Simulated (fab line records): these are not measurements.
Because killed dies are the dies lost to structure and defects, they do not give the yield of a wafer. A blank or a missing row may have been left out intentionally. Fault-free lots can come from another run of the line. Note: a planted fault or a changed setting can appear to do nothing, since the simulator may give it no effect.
fab line records | flow gf180mcu | part 2 of 2: steps 33 to 46 of 46
[record] lots = 5 | wafers = 15 | lastDay = 33
route steps=602 shown DUAL_GATE@145 POLY_GATE@157 HV_LDD@176
lots that met no fault: from a run of the same line without faults
startH: the number of hours between the record's first day and the start of the first shown wafer of the lot | waitH: hours since the lot's step before | " unchanged from the row above | L1.1+2: a row that stands for several wafers | - either no value or no given start | * or withheld: withheld | < > ~ a bound
route shown NAME@n: NAME is a module with steps in the file, n the number in the route of the first one | usual: mean and standard deviation over wafers with no fault | same: alike in all rows | chamber/n: place in a boat | sites: each site's reading | _std_site: standard deviation across them | _edge_site: mean of outer sites minus mean of inner sites | radiusMm: how far each site lies from the wafer's centre | mask NAME#n: copy n | behind: the most recent tool/chamber to have shaped the wafer | hold: why the lot was held/for how many hours/how that ended | device: which transistor (n, p or np) failed to switch | end of line: the route-end tests of the same wafers | where a step has no rows: the recipe by itself | killed: not the wafer's yield, but the dies lost to structure and defects at the first sort | map: a wafer's dies, x killed, . not, _ none there
set.NAME: setting as actually run; set.NAME@STEP: the setting as run at that earlier step | model.NAME: the simulator's own value behind a step, which no gauge read
lots seen at some steps along the route; tables by step, rows by wafer
services: from which hour (startH, from the record's first day; less than 0 if before it) a tool's chamber was out of use, for how many hours, and why
[[steps]]
[step GF_HV_LDD_HMDS_01]
[recipe] primeTimeS = 60 | primeTempC = 120
lot.wafer  | tool          | chamber | startH | waitH
L084.2+5+6 | lithoTrack-02 | 0       | 277.07 | 0.1
L085.1+2+5 | lithoTrack-03 | 0       | 283.22 | 0.1
L087.1+3+4 | lithoTrack-02 | 0       | 302.80 | 0.1
L088.1+2+3 | lithoTrack-03 | 0       | 309.72 | 0.1
L092.1+5+6 | lithoTrack-01 | 0       | 335.48 | 0.1
[step GF_HV_LDD_COAT_02]
[recipe] resist = NOVOLAK | spinRpm = 3000 | resistThkNm = 1000
lot.wafer  | tool          | chamber | startH | waitH
L084.2+5+6 | lithoTrack-02 | 0       | 277.22 | 0.1
L085.1+2+5 | lithoTrack-03 | 0       | 283.37 | 0.1
L087.1+3+4 | lithoTrack-02 | 0       | 302.95 | 0.1
L088.1+2+3 | lithoTrack-03 | 0       | 309.87 | 0.1
L092.1+5+6 | lithoTrack-01 | 0       | 335.63 | 0.1
[step GF_HV_LDD_SOFTBAKE_03]
[recipe] tempC = 90 | timeS = 60 | resist = NOVOLAK
lot.wafer  | tool          | chamber | startH | waitH
L084.2+5+6 | lithoTrack-02 | 0       | 277.37 | 0.1
L085.1+2+5 | lithoTrack-03 | 0       | 283.52 | 0.1
L087.1+3+4 | lithoTrack-02 | 0       | 303.10 | 0.1
L088.1+2+3 | lithoTrack-03 | 0       | 310.02 | 0.1
L092.1+5+6 | lithoTrack-01 | 0       | 335.78 | 0.1
[step GF_HV_LDD_EXPOSE_04]
[recipe] maskId = Nplus_LV_AREA | targetCdNm = 400 | na = 0.6 | sourceShape = conventional | sigmaOuter = 0.6 | doseMj = 140
lot.wafer  | tool            | chamber | startH | waitH | mask
L084.2+5+6 | ilineStepper-02 | 0       | -      | -     | Nplus_LV_AREA#0
L085.1+2+5 | ilineStepper-02 | 0       | -      | -     | Nplus_LV_AREA#0
L087.1+3+4 | ilineStepper-01 | 0       | -      | -     | Nplus_LV_AREA#0
L088.1+2+3 | ilineStepper-01 | 0       | -      | -     | Nplus_LV_AREA#0
L092.1+5+6 | ilineStepper-02 | 0       | -      | -     | Nplus_LV_AREA#0
[step GF_HV_LDD_PEB_05]
[recipe] tempC = withheld | timeS = * | resist = NOVOLAK
lot.wafer  | tool          | chamber | startH | waitH
L084.2+5+6 | lithoTrack-02 | 0       | -      | -
L085.1+2+5 | lithoTrack-03 | 0       | -      | -
L087.1+3+4 | lithoTrack-01 | 0       | -      | -
L088.1+2+3 | lithoTrack-02 | 0       | -      | -
L092.1+5+6 | lithoTrack-01 | 0       | -      | -
[step GF_HV_LDD_DEVELOP_06]
[recipe] developTimeS = 60 | devTempC = 23
lot.wafer  | tool          | chamber | startH | waitH
L084.2+5+6 | lithoTrack-02 | 0       | 286.82 | 0.1
L085.1+2+5 | lithoTrack-03 | 0       | 293.17 | 0.1
L087.1+3+4 | lithoTrack-01 | 0       | 312.98 | 0.1
L088.1+2+3 | lithoTrack-02 | 0       | 320.45 | 0.1
L092.1+5+6 | lithoTrack-01 | 0       | 346.53 | 0.1
[step GF_HV_LDD_CD_MEAS_07]
[recipe] targetCdNm = 400
[usual] cdNm = 399.9/2.1
lot.wafer | tool     | chamber | startH | waitH | cdNm
L084.2    | cdSem-01 | -       | 286.97 | 0.1   | 400.9
L084.5    | "        | -       | "      | "     | 399.9
L084.6    | "        | -       | "      | "     | 399.9
L085.1    | cdSem-01 | -       | 293.34 | 0.1   | 397.1
L085.2    | "        | -       | "      | "     | 396.3
L085.5    | "        | -       | "      | "     | 398.1
L087.1    | cdSem-02 | -       | 313.13 | 0.1   | 397.7
L087.3    | "        | -       | "      | "     | 400.9
L087.4    | "        | -       | "      | "     | 399.1
L088.1    | cdSem-01 | -       | 320.60 | 0.1   | 400.4
L088.2    | "        | -       | "      | "     | 399.8
L088.3    | "        | -       | "      | "     | 402.2
L092.1    | cdSem-02 | -       | 346.68 | 0.1   | 396.3
L092.5    | "        | -       | "      | "     | 396.7
L092.6    | "        | -       | "      | "     | 397.7
[step GF_HV_LDD_OVL_MEAS_08]
[usual] HV_LDD_OVL = -0.2/1.4
lot.wafer | tool       | chamber | startH | waitH | HV_LDD_OVL[nm]
L084.2    | overlay-01 | -       | 287.07 | 0.1   | 1.6
L084.5    | "          | -       | "      | "     | 2.0
L084.6    | "          | -       | "      | "     | 2.4
L085.1    | overlay-02 | -       | 293.46 | 0.1   | -3.3
L085.2    | "          | -       | "      | "     | -3.0
L085.5    | "          | -       | "      | "     | -3.1
L087.1    | overlay-02 | -       | 313.25 | 0.1   | -0.1
L087.3    | "          | -       | "      | "     | -2.9
L087.4    | "          | -       | "      | "     | -0.3
L088.1    | overlay-01 | -       | 320.72 | 0.1   | 2.0
L088.2    | "          | -       | "      | "     | 2.2
L088.3    | "          | -       | "      | "     | 2.1
L092.1    | overlay-02 | -       | 346.80 | 0.1   | -0.2
L092.5    | "          | -       | "      | "     | -1.8
L092.6    | "          | -       | "      | "     | -1.9
[step GF_HV_LDD_IMPLANT_09]
[recipe] species = As | energyKev = 40 | doseCm2 = 1e+14 | tiltDeg = 7
lot.wafer  | tool         | chamber | startH | waitH
L084.2+5+6 | implanter-02 | 0       | 287.13 | 0.0
L085.1+2+5 | implanter-02 | 0       | 293.50 | 0.0
L087.1+3+4 | implanter-02 | 0       | 313.29 | 0.0
L088.1+2+3 | implanter-02 | 0       | 320.75 | 0.0
L092.1+5+6 | implanter-02 | 0       | 346.84 | 0.0
[step GF_HV_LDD_STRIP_10]
[recipe] chemistry = O2/N2 | powerW = 1400 | pressureMtorr = 1500 | platenTempC = 250 | o2FlowSccm = 3000 | n2FlowSccm = 300 | overashFraction = 0.5
[usual] drypumpMotorCurrentA = 5.9/0.36 | heaterPowerW = 358/61 | n2FlowSccm = 300.0/0.94 | oesProductAu = 0.716/0.0049 | stripTimeToEndpointS = 12.65/0.034
lot.wafer | tool           | chamber | startH | waitH | drypumpMotorCurrentA | heaterPowerW | n2FlowSccm | oesProductAu | rfHoursCounterH | stripTimeToEndpointS
L084.2    | plasmaAsher-04 | 1       | 287.25 | 0.1   | 6.1                  | 321          | 299.9      | 0.717        | 65              | 12.70
L084.5    | "              | 0       | "      | "     | 5.8                  | 426          | 300.9      | 0.722        | -               | 12.67
L084.6    | "              | 1       | "      | "     | 6.1                  | 315          | 301.6      | 0.725        | -               | 12.65
L085.1    | plasmaAsher-04 | 1       | 293.65 | 0.1   | 6.1                  | 328          | 299.7      | 0.707        | 65              | 12.62
L085.2    | "              | 0       | "      | "     | 5.9                  | 440          | 299.8      | 0.718        | 65              | 12.61
L085.5    | "              | 1       | "      | "     | 6.1                  | 319          | 300.7      | 0.717        | -               | 12.63
L087.1    | plasmaAsher-04 | 0       | 313.44 | 0.1   | 5.9                  | 433          | 300.7      | 0.712        | 67              | 12.63
L087.3    | "              | 0       | "      | "     | 5.9                  | 432          | 300.4      | 0.709        | -               | 12.62
L087.4    | "              | 1       | "      | "     | 6.1                  | 325          | 297.8      | 0.722        | -               | 12.61
L088.1    | plasmaAsher-01 | 0       | 320.90 | 0.1   | 6.2                  | 426          | 300.5      | 0.712        | 20              | 12.70
L088.2    | "              | 1       | "      | "     | 5.7                  | 328          | 300.0      | 0.723        | 20              | 12.65
L088.3    | "              | 1       | "      | "     | 5.7                  | 332          | 299.4      | 0.713        | -               | 12.69
L092.1    | plasmaAsher-04 | 1       | 346.99 | 0.1   | 6.1                  | 327          | 297.7      | 0.727        | 71              | 12.69
L092.5    | "              | 0       | "      | "     | 5.8                  | 436          | 300.8      | 0.714        | -               | 12.63
L092.6    | "              | 1       | "      | "     | 6.1                  | 308          | 299.6      | 0.715        | -               | 12.64
[step GF_HV_LDD_TW_MEAS_11]
[usual] HV_LDD_TW = 2434/15
lot.wafer | tool         | chamber | startH | waitH | HV_LDD_TW
L084.2    | filmMetro-02 | -       | 287.36 | 0.1   | 2461
L084.5    | "            | -       | "      | "     | 2431
L084.6    | "            | -       | "      | "     | 2445
L085.1    | filmMetro-02 | -       | 293.75 | 0.1   | 2457
L085.2    | "            | -       | "      | "     | 2444
L085.5    | "            | -       | "      | "     | 2441
L087.1    | filmMetro-01 | -       | 313.54 | 0.1   | 2449
L087.3    | "            | -       | "      | "     | 2475
L087.4    | "            | -       | "      | "     | 2459
L088.1    | filmMetro-01 | -       | 321.00 | 0.1   | 2469
L088.2    | "            | -       | "      | "     | 2451
L088.3    | "            | -       | "      | "     | 2454
L092.1    | filmMetro-02 | -       | 347.09 | 0.1   | 2433
L092.5    | "            | -       | "      | "     | 2423
L092.6    | "            | -       | "      | "     | 2432
[step GF_HV_LDD_DEHYDRATE_12]
[recipe] tempC = 200 | timeS = 60
lot.wafer  | tool          | chamber | startH | waitH
L084.2+5+6 | lithoTrack-02 | 0       | 296.52 | 9.1
L085.1+2+5 | lithoTrack-03 | 0       | 303.57 | 9.8
L087.1+3+4 | lithoTrack-03 | 0       | 323.17 | 9.6
L088.1+2+3 | lithoTrack-02 | 0       | 330.75 | 9.7
L092.1+5+6 | lithoTrack-02 | 0       | 357.54 | 10.4
[step GF_HV_LDD_HMDS_13]
[recipe] primeTimeS = 60 | primeTempC = 120
lot.wafer  | tool          | chamber | startH | waitH
L084.2+5+6 | lithoTrack-02 | 0       | 296.67 | 0.1
L085.1+2+5 | lithoTrack-03 | 0       | 303.72 | 0.1
L087.1+3+4 | lithoTrack-03 | 0       | 323.32 | 0.1
L088.1+2+3 | lithoTrack-02 | 0       | 330.90 | 0.1
L092.1+5+6 | lithoTrack-02 | 0       | 357.69 | 0.1
[step GF_HV_LDD_COAT_14]
[recipe] resist = NOVOLAK | spinRpm = 3000 | resistThkNm = 1000
lot.wafer  | tool          | chamber | startH | waitH
L084.2+5+6 | lithoTrack-02 | 0       | 296.82 | 0.1
L085.1+2+5 | lithoTrack-03 | 0       | 303.87 | 0.1
L087.1+3+4 | lithoTrack-03 | 0       | 323.47 | 0.1
L088.1+2+3 | lithoTrack-02 | 0       | 331.05 | 0.1
L092.1+5+6 | lithoTrack-02 | 0       | 357.84 | 0.1
[[services]]
tool            | chamber | startH | hours | kind
plasmaAsher-03  | -       | 209.59 | 0.6   | repair
krfScanner-01   | -       | 222.56 | 4.4   | pm
plasmaAsher-01  | -       | 223.42 | 2.9   | repair
plasmaAsher-04  | -       | 232.08 | 7.8   | repair
wetBench-03     | -       | 232.33 | 2.4   | repair
rieSi-02        | -       | 237.91 | 14.6  | pm
plasmaAsher-02  | -       | 246.31 | 1.2   | repair
implanter-02    | -       | 248.14 | 3.8   | pm
ilineStepper-01 | -       | 257.50 | 1.7   | pm
ilineStepper-02 | 0       | 269.40 | -     | calibration
rieSi-02        | 1       | 273.99 | -     | clean
rieSi-02        | 1       | 273.99 | 16.1  | scheduledDown
krfScanner-01   | 0       | 275.15 | -     | calibration
rieDiel-03      | -       | 287.69 | 0.8   | repair
ilineStepper-02 | -       | 301.95 | 1.7   | pm
rieSi-02        | -       | 315.31 | 0.8   | repair
krfScanner-01   | -       | 326.59 | 1.0   | pm
rieDiel-02      | -       | 327.22 | 14.6  | pm
krfScanner-01   | -       | 329.55 | 0.2   | repair
rieDiel-03      | 2       | 342.60 | 18.9  | repair
rieDiel-01      | 3       | 346.08 | 7.4   | repair
krfScanner-01   | -       | 348.87 | 0.8   | pm
furnace-02      | -       | 351.51 | 3.0   | pm
krfScanner-01   | -       | 355.26 | 1.3   | pm
